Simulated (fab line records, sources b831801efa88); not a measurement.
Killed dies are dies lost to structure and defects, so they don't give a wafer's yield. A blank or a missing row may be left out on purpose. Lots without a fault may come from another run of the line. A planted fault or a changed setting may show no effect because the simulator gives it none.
Split-lot experiment | flow sfq_line | 5 lots, 23 wafers read, on a route of 325 steps

THE SPLIT
At SFQ_TRILAYER_I6_VIA_LITHO_PEB_172 (peb time 60 s), the setting peb_temp_c was moved away from the recipe's 115 C on 6 of the 23 wafers read, by -2.3% to -1.7%. The other wafers ran this setting at the recipe's value.

FROM THE SPLIT TO THE READING: what the file shows between them, 2 steps
- SFQ_TRILAYER_I6_VIA_LITHO_DEVELOP_171: time 60 s
- SFQ_TRILAYER_I6_VIA_BARC_OPEN_VIA_ETCH_235: etches BARC in O2, target depth 125 nm, time 41.7 s

THE READING
I6.cd_nm (the simulator's own value, which no gauge read), in nm, at SFQ_TRILAYER_I6_VIA_ETCH_VIA_ETCH_172 (etches SiO2 in CHF3, stops on Nb, target depth 260 nm). The file gives no usual value for it. The 17 wafers here that ran the recipe average 699.8 nm, standard deviation 2.1 nm.

wafer  | tool, chamber at the split | peb_temp_c as run, C | against the recipe | I6.cd_nm, nm | against lot-mates on the recipe
L075.1 | litho_track-03, 0          | 112.3                | -2.3%              | 643.5        | -54.8
L075.2 | litho_track-03, 0          | 112.3                | -2.3%              | 645.4        | -52.9
L075.3 | litho_track-03, 0          | 115                  | recipe             | 697.1        | -
L075.5 | litho_track-03, 0          | 115                  | recipe             | 699.4        | -
L075.6 | litho_track-03, 0          | 112.3                | -2.3%              | 643          | -55.2
L077.1 | litho_track-01, 0          | 115                  | recipe             | 698.1        | -
L077.3 | litho_track-01, 0          | 113.1                | -1.7%              | 663.5        | -33.5
L077.4 | litho_track-01, 0          | 113.1                | -1.7%              | 662.1        | -34.9
L077.5 | litho_track-01, 0          | 115                  | recipe             | 696          | -
L077.6 | litho_track-01, 0          | 113.1                | -1.7%              | 661.8        | -35.2
L078.1 | litho_track-01, 0          | 115                  | recipe             | 699.8        | -
L078.5 | litho_track-01, 0          | 115                  | recipe             | 698.3        | -
L078.6 | litho_track-01, 0          | 115                  | recipe             | 697.3        | -
L079.2 | litho_track-01, 0          | 115                  | recipe             | 700.5        | -
L079.3 | litho_track-01, 0          | 115                  | recipe             | 698.6        | -
L079.4 | litho_track-01, 0          | 115                  | recipe             | 701.7        | -
L079.5 | litho_track-01, 0          | 115                  | recipe             | 699.4        | -
L079.6 | litho_track-01, 0          | 115                  | recipe             | 700.6        | -
L080.1 | litho_track-03, 0          | 115                  | recipe             | 700.1        | -
L080.2 | litho_track-03, 0          | 115                  | recipe             | 702.8        | -
L080.3 | litho_track-03, 0          | 115                  | recipe             | 702.7        | -
L080.4 | litho_track-03, 0          | 115                  | recipe             | 704.1        | -
L080.5 | litho_track-03, 0          | 115                  | recipe             | 699.6        | -

THE FIT
A straight line over all 23 wafers: I6.cd_nm changes by +23.4 nm for each +1% of peb_temp_c; r = +1.00; the points scatter about the line by 2 nm.
The same after taking each lot's own level away (the mean of its wafers on the recipe; 23 wafers): +22.5 nm for each +1%; r = +1.00; scatter 1.7 nm.
On that fit, the largest move of peb_temp_c shifts the reading by 53 nm.
The lots' own levels span 697.05 to 701.86 nm, that is 2.3 times the standard deviation above.
So the lot-to-lot level changes the slope little: the two slopes agree.
Check: with one of the wafers moved furthest among these (-2.3%) left out of the fit, the line predicts -52 nm for it against its lot-mates. It came out at -54.8 nm against them.

OTHER SPLITS ON THESE WAFERS
These wafers also went through other splits before the reading. Each is held against what the fit with the lots' levels taken away leaves over:
other split on the same wafers                   | wafers away from the commonest value | r with I6.cd_nm (lot level and that fit taken away)
SFQ_TRILAYER_M6_LITHO_COAT_164 resist_thk_nm     | 5                                    | -0.36
SFQ_TRILAYER_I6_VIA_LITHO_COAT_169 resist_thk_nm | 4                                    | -0.12

THE WHOLE CHAIN: every reading that the file lists as answering this split, in the file's order
step                                       | what it does                                          | reading                                                   | change (the file's fit)              | r (the file's)
SFQ_TRILAYER_I6_VIA_BARC_OPEN_VIA_ETCH_235 | etches BARC in O2, target depth 125 nm, time 41.7 s   | I6.cd_nm (the simulator's own value, which no gauge read) | +23.1 nm for each +1% of the setting | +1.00
SFQ_TRILAYER_I6_VIA_ETCH_VIA_ETCH_172      | etches SiO2 in CHF3, stops on Nb, target depth 260 nm | I6.cd_nm (the simulator's own value, which no gauge read) | +22.4 nm for each +1% of the setting | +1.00

THE FILE'S OWN FIT
I6.cd_nm changes by +22.4 nm for each +1% of peb_temp_c, r = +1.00.
